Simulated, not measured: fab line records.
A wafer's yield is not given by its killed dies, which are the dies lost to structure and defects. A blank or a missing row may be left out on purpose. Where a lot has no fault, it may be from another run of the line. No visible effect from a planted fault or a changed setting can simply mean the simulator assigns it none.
fab line records / flow gf180mcu
[record] lots = 6 wafers = 18 lastDay = 34
route steps=602 shown PASSIVATION@587
lots that met no fault: from a run of the same line without faults
startH: hours from the record's opening day to when the first of the lot's shown wafers began / waitH: time in hours since the lot's previous step / " same as the row above / L1.1+2: several wafers, shown together as one row / - no value, or no start was given / * or withheld: withheld / < > ~ a bound
route shown NAME@n: NAME is a module with steps in the file, n the number in the route of the first one / usual: mean/standard deviation taken from wafers without a fault / same: alike in all rows / chamber/n: place in a boat / sites: per-site readings / _std_site: the values' standard deviation / _edge_site: inner sites' mean taken away from outer sites' mean / radiusMm: for every site, how far away it sits from the centre of the wafer / mask NAME#n: copy n / behind: the tool/chamber that last shaped the wafer / hold: the reason the lot was held/the length of the hold in hours/how it ended / device: which transistor (n, p or np) failed to switch / end of line: tests of these same wafers at the route's end / a step given without rows: its recipe and nothing more / killed: count of dies lost to structure and defects at first sort (not the wafer's yield) / map: the dies of a wafer, with x for killed, . for not killed, _ for no die there
set.NAME: the setting the step ran with; set.NAME@STEP: the setting that earlier step ran with / model.NAME: the simulator's own value behind a step, which no gauge read
certain route steps with their lots: each step a table, each wafer a row
services: from which hour (startH, from the record's first day; less than 0 if before it) a tool's chamber was out of use, for how many hours, and why
[[steps]]
[step GF_PASSIVATION_CVD_00]
[recipe] material = SiO2 targetThkNm = 1000 precursor = TEOS tempC = 400 timeS = 111.95 rfW = 600
[usual] heaterPowerW = 638/71
lot.wafer=L125.1 tool=pecvd-03 chamber=2 startH=666.67 waitH=0.0 heaterPowerW=575
lot.wafer=L125.4 tool=pecvd-03 chamber=2 startH=666.67 waitH=0.0 heaterPowerW=640
lot.wafer=L125.5 tool=pecvd-03 chamber=0 startH=666.67 waitH=0.0 heaterPowerW=617
lot.wafer=L126.1 tool=pecvd-03 chamber=2 startH=677.03 waitH=0.0 heaterPowerW=692
lot.wafer=L126.4 tool=pecvd-03 chamber=0 startH=677.03 waitH=0.0 heaterPowerW=641
lot.wafer=L126.6 tool=pecvd-03 chamber=1 startH=677.03 waitH=0.0 heaterPowerW=557
lot.wafer=L130.1 tool=pecvd-01 chamber=1 startH=704.62 waitH=0.0 heaterPowerW=674
lot.wafer=L130.2 tool=pecvd-01 chamber=2 startH=704.62 waitH=0.0 heaterPowerW=662
lot.wafer=L130.4 tool=pecvd-01 chamber=1 startH=704.62 waitH=0.0 heaterPowerW=729
lot.wafer=L131.1 tool=pecvd-01 chamber=2 startH=713.10 waitH=0.0 heaterPowerW=715
lot.wafer=L131.2 tool=pecvd-01 chamber=1 startH=713.10 waitH=0.0 heaterPowerW=712
lot.wafer=L131.4 tool=pecvd-01 chamber=0 startH=713.10 waitH=0.0 heaterPowerW=621
lot.wafer=L143.1 tool=pecvd-03 chamber=1 startH=789.21 waitH=0.0 heaterPowerW=604
lot.wafer=L143.5 tool=pecvd-03 chamber=2 startH=789.21 waitH=0.0 heaterPowerW=641
lot.wafer=L143.6 tool=pecvd-03 chamber=0 startH=789.21 waitH=0.0 heaterPowerW=511
lot.wafer=L146.1 tool=pecvd-03 chamber=0 startH=803.26 waitH=0.0 heaterPowerW=647
lot.wafer=L146.3 tool=pecvd-03 chamber=1 startH=803.26 waitH=0.0 heaterPowerW=728
lot.wafer=L146.4 tool=pecvd-03 chamber=1 startH=803.26 waitH=0.0 heaterPowerW=562
[step GF_PASSIVATION_THK_MEAS_01]
[recipe] reads = SiO2_of_PASSIVATION_CVD_00
[usual] PASSIVATION_CVD_00_THK = 999/12
lot.wafer=L125.1 tool=filmMetro-04 chamber=- startH=666.79 waitH=0.1 PASSIVATION_CVD_00_THK[nm]=991
lot.wafer=L125.4 tool=filmMetro-04 chamber=- startH=666.79 waitH=0.1 PASSIVATION_CVD_00_THK[nm]=1018
lot.wafer=L125.5 tool=filmMetro-04 chamber=- startH=666.79 waitH=0.1 PASSIVATION_CVD_00_THK[nm]=1010
lot.wafer=L126.1 tool=filmMetro-04 chamber=- startH=677.11 waitH=0.0 PASSIVATION_CVD_00_THK[nm]=1002
lot.wafer=L126.4 tool=filmMetro-04 chamber=- startH=677.11 waitH=0.0 PASSIVATION_CVD_00_THK[nm]=1006
lot.wafer=L126.6 tool=filmMetro-04 chamber=- startH=677.11 waitH=0.0 PASSIVATION_CVD_00_THK[nm]=1017
lot.wafer=L130.1 tool=filmMetro-04 chamber=- startH=704.70 waitH=0.0 PASSIVATION_CVD_00_THK[nm]=1001
lot.wafer=L130.2 tool=filmMetro-04 chamber=- startH=704.70 waitH=0.0 PASSIVATION_CVD_00_THK[nm]=1001
lot.wafer=L130.4 tool=filmMetro-04 chamber=- startH=704.70 waitH=0.0 PASSIVATION_CVD_00_THK[nm]=1009
lot.wafer=L131.1 tool=filmMetro-02 chamber=- startH=713.18 waitH=0.0 PASSIVATION_CVD_00_THK[nm]=977
lot.wafer=L131.2 tool=filmMetro-02 chamber=- startH=713.18 waitH=0.0 PASSIVATION_CVD_00_THK[nm]=984
lot.wafer=L131.4 tool=filmMetro-02 chamber=- startH=713.18 waitH=0.0 PASSIVATION_CVD_00_THK[nm]=1009
lot.wafer=L143.1 tool=filmMetro-04 chamber=- startH=789.29 waitH=0.0 PASSIVATION_CVD_00_THK[nm]=999
lot.wafer=L143.5 tool=filmMetro-04 chamber=- startH=789.29 waitH=0.0 PASSIVATION_CVD_00_THK[nm]=991
lot.wafer=L143.6 tool=filmMetro-04 chamber=- startH=789.29 waitH=0.0 PASSIVATION_CVD_00_THK[nm]=989
lot.wafer=L146.1 tool=filmMetro-04 chamber=- startH=803.34 waitH=0.0 PASSIVATION_CVD_00_THK[nm]=987
lot.wafer=L146.3 tool=filmMetro-04 chamber=- startH=803.34 waitH=0.0 PASSIVATION_CVD_00_THK[nm]=996
lot.wafer=L146.4 tool=filmMetro-04 chamber=- startH=803.34 waitH=0.0 PASSIVATION_CVD_00_THK[nm]=1014
[step GF_PASSIVATION_CVD_02]
[recipe] material = Si3N4 targetThkNm = 700 timeS = 486.18 tempC = 400 rfW = 450
[usual] heaterPowerW = 713/83
lot.wafer=L125.1 tool=pecvd-02 chamber=0 startH=666.85 waitH=0.1 heaterPowerW=690
lot.wafer=L125.4 tool=pecvd-02 chamber=1 startH=666.85 waitH=0.1 heaterPowerW=726
lot.wafer=L125.5 tool=pecvd-02 chamber=0 startH=666.85 waitH=0.1 heaterPowerW=561
lot.wafer=L126.1 tool=pecvd-01 chamber=0 startH=677.17 waitH=0.1 heaterPowerW=642
lot.wafer=L126.4 tool=pecvd-01 chamber=2 startH=677.17 waitH=0.1 heaterPowerW=714
lot.wafer=L126.6 tool=pecvd-01 chamber=0 startH=677.17 waitH=0.1 heaterPowerW=659
lot.wafer=L130.1 tool=pecvd-02 chamber=0 startH=704.76 waitH=0.1 heaterPowerW=583
lot.wafer=L130.2 tool=pecvd-02 chamber=1 startH=704.76 waitH=0.1 heaterPowerW=758
lot.wafer=L130.4 tool=pecvd-02 chamber=1 startH=704.76 waitH=0.1 heaterPowerW=805
lot.wafer=L131.1 tool=pecvd-03 chamber=2 startH=713.24 waitH=0.1 heaterPowerW=724
lot.wafer=L131.2 tool=pecvd-03 chamber=1 startH=713.24 waitH=0.1 heaterPowerW=719
lot.wafer=L131.4 tool=pecvd-03 chamber=1 startH=713.24 waitH=0.1 heaterPowerW=732
lot.wafer=L143.1 tool=pecvd-02 chamber=0 startH=789.35 waitH=0.1 heaterPowerW=653
lot.wafer=L143.5 tool=pecvd-02 chamber=2 startH=789.35 waitH=0.1 heaterPowerW=610
lot.wafer=L143.6 tool=pecvd-02 chamber=1 startH=789.35 waitH=0.1 heaterPowerW=889
lot.wafer=L146.1 tool=pecvd-02 chamber=0 startH=803.40 waitH=0.1 heaterPowerW=674
lot.wafer=L146.3 tool=pecvd-02 chamber=2 startH=803.40 waitH=0.1 heaterPowerW=728
lot.wafer=L146.4 tool=pecvd-02 chamber=0 startH=803.40 waitH=0.1 heaterPowerW=705
[step GF_PASSIVATION_THK_MEAS_03]
[recipe] reads = Si3N4_of_PASSIVATION_CVD_02
[usual] PASSIVATION_CVD_02_THK = 698/10
lot.wafer=L125.1 tool=filmMetro-01 chamber=- startH=667.14 waitH=0.1 PASSIVATION_CVD_02_THK[nm]=670
lot.wafer=L125.4 tool=filmMetro-01 chamber=- startH=667.14 waitH=0.1 PASSIVATION_CVD_02_THK[nm]=686
lot.wafer=L125.5 tool=filmMetro-01 chamber=- startH=667.14 waitH=0.1 PASSIVATION_CVD_02_THK[nm]=683
lot.wafer=L126.1 tool=filmMetro-04 chamber=- startH=677.45 waitH=0.1 PASSIVATION_CVD_02_THK[nm]=687
lot.wafer=L126.4 tool=filmMetro-04 chamber=- startH=677.45 waitH=0.1 PASSIVATION_CVD_02_THK[nm]=719
lot.wafer=L126.6 tool=filmMetro-04 chamber=- startH=677.45 waitH=0.1 PASSIVATION_CVD_02_THK[nm]=704
lot.wafer=L130.1 tool=filmMetro-04 chamber=- startH=705.05 waitH=0.1 PASSIVATION_CVD_02_THK[nm]=687
lot.wafer=L130.2 tool=filmMetro-04 chamber=- startH=705.05 waitH=0.1 PASSIVATION_CVD_02_THK[nm]=699
lot.wafer=L130.4 tool=filmMetro-04 chamber=- startH=705.05 waitH=0.1 PASSIVATION_CVD_02_THK[nm]=715
lot.wafer=L131.1 tool=filmMetro-01 chamber=- startH=713.53 waitH=0.1 PASSIVATION_CVD_02_THK[nm]=697
lot.wafer=L131.2 tool=filmMetro-01 chamber=- startH=713.53 waitH=0.1 PASSIVATION_CVD_02_THK[nm]=701
lot.wafer=L131.4 tool=filmMetro-01 chamber=- startH=713.53 waitH=0.1 PASSIVATION_CVD_02_THK[nm]=704
lot.wafer=L143.1 tool=filmMetro-01 chamber=- startH=789.64 waitH=0.1 PASSIVATION_CVD_02_THK[nm]=695
lot.wafer=L143.5 tool=filmMetro-01 chamber=- startH=789.64 waitH=0.1 PASSIVATION_CVD_02_THK[nm]=708
lot.wafer=L143.6 tool=filmMetro-01 chamber=- startH=789.64 waitH=0.1 PASSIVATION_CVD_02_THK[nm]=702
lot.wafer=L146.1 tool=filmMetro-02 chamber=- startH=803.69 waitH=0.1 PASSIVATION_CVD_02_THK[nm]=689
lot.wafer=L146.3 tool=filmMetro-02 chamber=- startH=803.69 waitH=0.1 PASSIVATION_CVD_02_THK[nm]=696
lot.wafer=L146.4 tool=filmMetro-02 chamber=- startH=803.69 waitH=0.1 PASSIVATION_CVD_02_THK[nm]=706
[step GF_PASSIVATION_DEHYDRATE_04]
[recipe] tempC = 200 timeS = 60
[step GF_PASSIVATION_HMDS_05]
[recipe] primeTimeS = 60 primeTempC = 120
[step GF_PASSIVATION_COAT_06]
[recipe] spinRpm = 2000 resistThkNm = 4000
[step GF_PASSIVATION_SOFTBAKE_07]
[recipe] tempC = 110 timeS = withheld
[step GF_PASSIVATION_EXPOSE_08]
[recipe] maskId = Pad targetCdNm = 40000 na = 0.57 doseMj = 310
[step GF_PASSIVATION_PEB_09]
[recipe] tempC = 115 timeS = withheld
[step GF_PASSIVATION_DEVELOP_10]
[recipe] developTimeS = 60 devTempC = 23
[step GF_PASSIVATION_ETCH_11]
[recipe] chemistry = CF4/O2 targetDepthNm = 1800 stopOn = TiN sourceW = 800 biasW = 150 pressureMtorr = 150 cf4FlowSccm = 80 O2_flow_sccm = 10 timeS = 400
[usual] drypumpMotorCurrentA = 5.5/0.45 oesProductAu = 0.961/0.0073 throttleValvePct = 5.961/0.009
lot.wafer=L125.1 tool=rieDiel-03 chamber=0 startH=686.00 waitH=- drypumpMotorCurrentA=6.5 oesProductAu=0.956 rfHoursCounterH=9 throttleValvePct=5.946
lot.wafer=L125.4 tool=rieDiel-03 chamber=2 startH=686.00 waitH=- drypumpMotorCurrentA=5.7 oesProductAu=0.955 rfHoursCounterH=25 throttleValvePct=5.949
lot.wafer=L125.5 tool=rieDiel-03 chamber=1 startH=686.00 waitH=- drypumpMotorCurrentA=5.7 oesProductAu=0.963 rfHoursCounterH=- throttleValvePct=5.949
lot.wafer=L126.1 tool=rieDiel-04 chamber=1 startH=696.05 waitH=- drypumpMotorCurrentA=5.7 oesProductAu=0.955 rfHoursCounterH=9 throttleValvePct=5.964
lot.wafer=L126.4 tool=rieDiel-04 chamber=0 startH=696.05 waitH=- drypumpMotorCurrentA=4.8 oesProductAu=0.973 rfHoursCounterH=24 throttleValvePct=5.964
lot.wafer=L126.6 tool=rieDiel-04 chamber=1 startH=696.05 waitH=- drypumpMotorCurrentA=5.7 oesProductAu=0.976 rfHoursCounterH=- throttleValvePct=5.969
lot.wafer=L130.1 tool=rieDiel-04 chamber=2 startH=722.92 waitH=- drypumpMotorCurrentA=4.7 oesProductAu=0.962 rfHoursCounterH=31 throttleValvePct=5.953
lot.wafer=L130.2 tool=rieDiel-04 chamber=1 startH=722.92 waitH=- drypumpMotorCurrentA=5.6 oesProductAu=0.957 rfHoursCounterH=11 throttleValvePct=5.967
lot.wafer=L130.4 tool=rieDiel-04 chamber=3 startH=722.92 waitH=- drypumpMotorCurrentA=5.3 oesProductAu=0.976 rfHoursCounterH=16 throttleValvePct=5.956
lot.wafer=L131.1 tool=rieDiel-03 chamber=3 startH=730.94 waitH=- drypumpMotorCurrentA=5.4 oesProductAu=0.952 rfHoursCounterH=6 throttleValvePct=5.957
lot.wafer=L131.2 tool=rieDiel-03 chamber=2 startH=730.94 waitH=- drypumpMotorCurrentA=5.8 oesProductAu=0.956 rfHoursCounterH=27 throttleValvePct=5.964
lot.wafer=L131.4 tool=rieDiel-03 chamber=1 startH=730.94 waitH=- drypumpMotorCurrentA=5.8 oesProductAu=0.956 rfHoursCounterH=46 throttleValvePct=5.966
lot.wafer=L143.1 tool=rieDiel-03 chamber=2 startH=804.42 waitH=- drypumpMotorCurrentA=5.8 oesProductAu=0.962 rfHoursCounterH=31 throttleValvePct=5.951
lot.wafer=L143.5 tool=rieDiel-03 chamber=3 startH=804.42 waitH=- drypumpMotorCurrentA=5.4 oesProductAu=0.971 rfHoursCounterH=- throttleValvePct=5.959
lot.wafer=L143.6 tool=rieDiel-03 chamber=0 startH=804.42 waitH=- drypumpMotorCurrentA=6.5 oesProductAu=0.959 rfHoursCounterH=- throttleValvePct=5.954
lot.wafer=L146.1 tool=rieDiel-01 chamber=0 startH=818.04 waitH=- drypumpMotorCurrentA=5.5 oesProductAu=0.957 rfHoursCounterH=18 throttleValvePct=5.969
lot.wafer=L146.3 tool=rieDiel-01 chamber=2 startH=818.04 waitH=- drypumpMotorCurrentA=5.1 oesProductAu=0.960 rfHoursCounterH=20 throttleValvePct=5.962
lot.wafer=L146.4 tool=rieDiel-01 chamber=1 startH=818.04 waitH=- drypumpMotorCurrentA=5.6 oesProductAu=0.970 rfHoursCounterH=32 throttleValvePct=5.964
[step GF_PASSIVATION_STRIP_12]
[recipe] chemistry = O2/N2 powerW = 1400 pressureMtorr = 1500 platenTempC = 250 o2FlowSccm = 3000 n2FlowSccm = 300 overashFraction = 0.5
[usual] chamberPressureMTorr = 1499.9/1.4 drypumpMotorCurrentA = 5.7/0.47 heaterPowerW = 341/18 oesProductAu = 0.719/0.004 platenTempC = 250.00/0.18 stripTimeToEndpointS = 34.7/0.32
lot.wafer=L125.1 tool=plasmaAsher-01 chamber=1 startH=686.24 waitH=0.1 chamberPressureMTorr=1500.5 drypumpMotorCurrentA=5.1 heaterPowerW=332 oesProductAu=0.716 platenTempC=249.99 rfHoursCounterH=92 stripTimeToEndpointS=34.9 model.coat_of_PASSIVATION_COAT_06.thkNm=0
lot.wafer=L125.4 tool=plasmaAsher-01 chamber=1 startH=686.24 waitH=0.1 chamberPressureMTorr=1498.1 drypumpMotorCurrentA=5.1 heaterPowerW=339 oesProductAu=0.722 platenTempC=249.98 rfHoursCounterH=- stripTimeToEndpointS=35.2 model.coat_of_PASSIVATION_COAT_06.thkNm=0
lot.wafer=L125.5 tool=plasmaAsher-01 chamber=1 startH=686.24 waitH=0.1 chamberPressureMTorr=1502.1 drypumpMotorCurrentA=5.1 heaterPowerW=327 oesProductAu=0.717 platenTempC=250.23 rfHoursCounterH=- stripTimeToEndpointS=34.4 model.coat_of_PASSIVATION_COAT_06.thkNm=0
lot.wafer=L126.1 tool=plasmaAsher-02 chamber=0 startH=696.29 waitH=0.1 chamberPressureMTorr=1499.7 drypumpMotorCurrentA=6.6 heaterPowerW=332 oesProductAu=0.719 platenTempC=250.02 rfHoursCounterH=28 stripTimeToEndpointS=34.7 model.coat_of_PASSIVATION_COAT_06.thkNm=0
lot.wafer=L126.4 tool=plasmaAsher-02 chamber=1 startH=696.29 waitH=0.1 chamberPressureMTorr=1500.3 drypumpMotorCurrentA=5.6 heaterPowerW=370 oesProductAu=0.721 platenTempC=250.27 rfHoursCounterH=- stripTimeToEndpointS=34.8 model.coat_of_PASSIVATION_COAT_06.thkNm=0
lot.wafer=L126.6 tool=plasmaAsher-02 chamber=0 startH=696.29 waitH=0.1 chamberPressureMTorr=1499.2 drypumpMotorCurrentA=6.6 heaterPowerW=333 oesProductAu=0.717 platenTempC=250.28 rfHoursCounterH=- stripTimeToEndpointS=34.6 model.coat_of_PASSIVATION_COAT_06.thkNm=0
lot.wafer=L130.1 tool=plasmaAsher-02 chamber=1 startH=723.16 waitH=0.1 chamberPressureMTorr=- drypumpMotorCurrentA=- heaterPowerW=- oesProductAu=- platenTempC=- rfHoursCounterH=- stripTimeToEndpointS=- model.coat_of_PASSIVATION_COAT_06.thkNm=2816
lot.wafer=L130.2 tool=plasmaAsher-02 chamber=0 startH=723.16 waitH=0.1 chamberPressureMTorr=- drypumpMotorCurrentA=- heaterPowerW=- oesProductAu=- platenTempC=- rfHoursCounterH=- stripTimeToEndpointS=- model.coat_of_PASSIVATION_COAT_06.thkNm=2790
lot.wafer=L130.4 tool=plasmaAsher-02 chamber=1 startH=723.16 waitH=0.1 chamberPressureMTorr=- drypumpMotorCurrentA=- heaterPowerW=- oesProductAu=- platenTempC=- rfHoursCounterH=- stripTimeToEndpointS=- model.coat_of_PASSIVATION_COAT_06.thkNm=2793
lot.wafer=L131.1 tool=plasmaAsher-04 chamber=1 startH=731.18 waitH=0.1 chamberPressureMTorr=- drypumpMotorCurrentA=- heaterPowerW=- oesProductAu=- platenTempC=- rfHoursCounterH=- stripTimeToEndpointS=- model.coat_of_PASSIVATION_COAT_06.thkNm=2811
lot.wafer=L131.2 tool=plasmaAsher-04 chamber=0 startH=731.18 waitH=0.1 chamberPressureMTorr=- drypumpMotorCurrentA=- heaterPowerW=- oesProductAu=- platenTempC=- rfHoursCounterH=- stripTimeToEndpointS=- model.coat_of_PASSIVATION_COAT_06.thkNm=2881
lot.wafer=L131.4 tool=plasmaAsher-04 chamber=1 startH=731.18 waitH=0.1 chamberPressureMTorr=- drypumpMotorCurrentA=- heaterPowerW=- oesProductAu=- platenTempC=- rfHoursCounterH=- stripTimeToEndpointS=- model.coat_of_PASSIVATION_COAT_06.thkNm=2790
lot.wafer=L143.1 tool=plasmaAsher-02 chamber=0 startH=804.65 waitH=0.1 chamberPressureMTorr=1499.6 drypumpMotorCurrentA=6.6 heaterPowerW=327 oesProductAu=0.723 platenTempC=250.17 rfHoursCounterH=39 stripTimeToEndpointS=34.6 model.coat_of_PASSIVATION_COAT_06.thkNm=0
lot.wafer=L143.5 tool=plasmaAsher-02 chamber=0 startH=804.65 waitH=0.1 chamberPressureMTorr=1501.3 drypumpMotorCurrentA=6.6 heaterPowerW=328 oesProductAu=0.713 platenTempC=250.28 rfHoursCounterH=- stripTimeToEndpointS=34.7 model.coat_of_PASSIVATION_COAT_06.thkNm=0
lot.wafer=L143.6 tool=plasmaAsher-02 chamber=1 startH=804.65 waitH=0.1 chamberPressureMTorr=1499.5 drypumpMotorCurrentA=5.6 heaterPowerW=372 oesProductAu=0.714 platenTempC=250.22 rfHoursCounterH=- stripTimeToEndpointS=34.8 model.coat_of_PASSIVATION_COAT_06.thkNm=0
lot.wafer=L146.1 tool=plasmaAsher-04 chamber=0 startH=818.28 waitH=0.1 chamberPressureMTorr=1498.8 drypumpMotorCurrentA=5.7 heaterPowerW=319 oesProductAu=0.717 platenTempC=250.11 rfHoursCounterH=72 stripTimeToEndpointS=34.0 model.coat_of_PASSIVATION_COAT_06.thkNm=0
lot.wafer=L146.3 tool=plasmaAsher-04 chamber=1 startH=818.28 waitH=0.1 chamberPressureMTorr=1500.0 drypumpMotorCurrentA=5.4 heaterPowerW=347 oesProductAu=0.716 platenTempC=249.83 rfHoursCounterH=- stripTimeToEndpointS=34.4 model.coat_of_PASSIVATION_COAT_06.thkNm=0
lot.wafer=L146.4 tool=plasmaAsher-04 chamber=0 startH=818.28 waitH=0.1 chamberPressureMTorr=1501.3 drypumpMotorCurrentA=5.7 heaterPowerW=331 oesProductAu=0.717 platenTempC=249.96 rfHoursCounterH=- stripTimeToEndpointS=34.4 model.coat_of_PASSIVATION_COAT_06.thkNm=0
[step GF_PASSIVATION_ANNEAL_13]
[recipe] tempC = 400 timeS = 1800 ambient = N2/H2 idleTempC = 300 rampUpCPerMin = 10 rampDownCPerMin = 3
[[services]]
tool=pecvd-03 chamber=1 startH=659.12 hours=8.4 kind=repair
tool=rieDiel-03 chamber=3 startH=669.23 hours=5.5 kind=repair
tool=rieDiel-04 chamber=0 startH=673.41 hours=15.5 kind=repair
tool=plasmaAsher-04 chamber=- startH=678.82 hours=14.6 kind=pm
tool=pecvd-03 chamber=2 startH=680.99 hours=3.7 kind=repair
tool=rieDiel-04 chamber=1 startH=685.63 hours=9.4 kind=repair
tool=pecvd-02 chamber=- startH=689.98 hours=2.8 kind=pm
tool=rieDiel-03 chamber=1 startH=707.93 hours=6.8 kind=repair
tool=rieDiel-03 chamber=0 startH=713.16 hours=5.8 kind=repair
tool=rieDiel-03 chamber=3 startH=714.38 hours=5.1 kind=repair
tool=rieDiel-04 chamber=2 startH=715.10 hours=7.4 kind=repair
tool=rieDiel-03 chamber=1 startH=720.83 hours=1.9 kind=repair
tool=pecvd-01 chamber=2 startH=732.23 hours=3.8 kind=repair
tool=pecvd-02 chamber=0 startH=740.48 hours=7.1 kind=repair
tool=rieDiel-04 chamber=2 startH=742.28 hours=10.9 kind=repair
tool=pecvd-01 chamber=0 startH=743.21 hours=5.7 kind=repair
tool=pecvd-02 chamber=0 startH=760.51 hours=27.2 kind=repair
tool=pecvd-01 chamber=2 startH=766.96 hours=6.6 kind=repair
tool=rieDiel-03 chamber=2 startH=786.37 hours=5.7 kind=repair
tool=rieDiel-01 chamber=- startH=795.82 hours=1.6 kind=repair
tool=plasmaAsher-01 chamber=- startH=796.36 hours=3.0 kind=pm
tool=rieDiel-03 chamber=1 startH=799.32 hours=- kind=clean
tool=plasmaAsher-04 chamber=- startH=811.36 hours=0.8 kind=repair
tool=plasmaAsher-02 chamber=- startH=816.42 hours=2.3 kind=repair
[[key]]
[firstSign] step = GF_PASSIVATION_STRIP_12 reading = toolRecord direction = missing
effect none on later readings
[modelEffect] step = GF_PASSIVATION_STRIP_12 value = coat_of_PASSIVATION_COAT_06.thkNm without = 0 struck = 2814
metAt GF_PASSIVATION_STRIP_12
struckWafers L130.1,L130.2,L130.4,L131.1,L131.2,L131.4
laterRowsLeftOut L130.1,L130.2,L130.4,L131.1,L131.2,L131.4
sortLeftOut L130.1,L130.2,L130.4,L131.1,L131.2,L131.4
onsetBetween 696.29 723.16
[fault] kind = skippedStepWhole tool = plasmaAsher-02,plasmaAsher-04 chamber = - onsetH = 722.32 steps = GF_PASSIVATION_STRIP_12 scope = struckLotsOnly
// sortLeftOut: the simulated sort isn't trusted on such a fault, so these wafers' sort isn't shown, and their yield isn't known
// laterRowsLeftOut: the simulator's readings of these wafers behind a module that went badly wrong aren't trusted and aren't shown, but for the sort
